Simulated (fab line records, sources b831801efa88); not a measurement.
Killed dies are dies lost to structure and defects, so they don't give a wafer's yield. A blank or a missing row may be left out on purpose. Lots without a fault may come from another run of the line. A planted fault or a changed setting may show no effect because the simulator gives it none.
Chamber matching | flow sky130 | SKY_PASSIVATION_CVD_02 on pecvd-01: 3 sister chambers
The step deposits Si3N4, target thk 540 nm. 6 wafers are shown with their chamber, then 8 later ones without.

WAFERS WITH THEIR CHAMBER
wafer  | chamber | heater_power_w (W)
L087.2 | 1       | 780
L087.5 | 2       | 639
L087.6 | 1       | 630
L089.5 | 0       | 825
L089.6 | 2       | 783
L093.3 | 0       | 859

WAFERS WITHOUT THEIR CHAMBER
wafer  | heater_power_w (W)
L093.4 | 807
L093.6 | 790
L095.1 | 843
L095.5 | 649
L095.6 | 654
L097.1 | 749
L097.4 | 739
L097.5 | 719

WHICH CHAMBER EACH WENT THROUGH
wafer  | from the rows above          | in truth
L093.4 | can't be placed: 0 or 2 or 1 | 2
L093.6 | can't be placed: 0 or 2 or 1 | 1
L095.1 | can't be placed: 0 or 2 or 1 | 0
L095.5 | can't be placed: 1 or 2 or 0 | 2
L095.6 | can't be placed: 1 or 2 or 0 | 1
L097.1 | can't be placed: 2 or 1 or 0 | 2
L097.4 | can't be placed: 2 or 1 or 0 | 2
L097.5 | can't be placed: 2 or 1 or 0 | 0
Placed correctly: 0 of 8. Can't be placed from these rows: 8 (the true chamber is among the candidates in 8). Placed wrongly: 0.
How it was worked out, from the rows above alone: a wafer's distance from a chamber is the root of the sum, over the readings, of the square of ((its reading less the chamber's mean) divided by the reading's scatter). The wafer belongs to the nearest chamber; if the next one is less than 2 further off, it can't be placed. A chamber's mean is the mean of its shown wafers. The scatter: the root of (the sum of the squares of (reading less its chamber's mean) over the shown wafers, divided by (wafers less chambers)).
